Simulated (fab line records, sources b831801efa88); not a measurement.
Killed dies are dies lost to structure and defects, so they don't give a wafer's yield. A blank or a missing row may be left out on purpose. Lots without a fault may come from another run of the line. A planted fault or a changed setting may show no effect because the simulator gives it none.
Chamber matching | flow gf180mcu | GF_V4_CMP_04 on cmp-02: 4 sister chambers
The step polishes SiO2. 8 wafers are shown with their chamber, then 7 later ones without.

WAFERS WITH THEIR CHAMBER
wafer  | chamber | motor_current_A (A) | time_to_endpoint_s (s)
L528.4 | 0       | 13.6                | 85
L529.6 | 0       | 13.3                | 83
L536.4 | 1       | 13.3                | 76
L548.1 | 1       | 13.2                | 69
L548.2 | 3       | 10.4                | 82
L548.5 | 2       | 9.6                 | 82
L549.4 | 2       | 9.7                 | 90
L549.5 | 3       | 10.7                | 94

WAFERS WITHOUT THEIR CHAMBER
wafer  | motor_current_A (A) | time_to_endpoint_s (s)
L549.6 | 13.0                | 83
L551.1 | 12.6                | 71
L551.3 | 10.9                | 87
L551.5 | 10.0                | 88
L550.1 | 10.4                | 81
L550.3 | 13.2                | 71
L550.6 | 13.2                | 80

WHICH CHAMBER EACH WENT THROUGH
wafer  | from the rows above     | in truth
L549.6 | can't be placed: 1 or 0 | 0
L551.1 | can't be placed: 1 or 0 | 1
L551.3 | 3                       | 3
L551.5 | can't be placed: 2 or 3 | 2
L550.1 | 3                       | 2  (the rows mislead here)
L550.3 | 1                       | 1
L550.6 | can't be placed: 1 or 0 | 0
Placed correctly: 2 of 7. Can't be placed from these rows: 4 (the true chamber is among the candidates in 4). Placed wrongly: 1.
How it was worked out, from the rows above alone: a wafer's distance from a chamber is the root of the sum, over the readings, of the square of ((its reading less the chamber's mean) divided by the reading's scatter). The wafer belongs to the nearest chamber; if the next one is less than 2 further off, it can't be placed. A chamber's mean is the mean of its shown wafers. The scatter: the root of (the sum of the squares of (reading less its chamber's mean) over the shown wafers, divided by (wafers less chambers)).
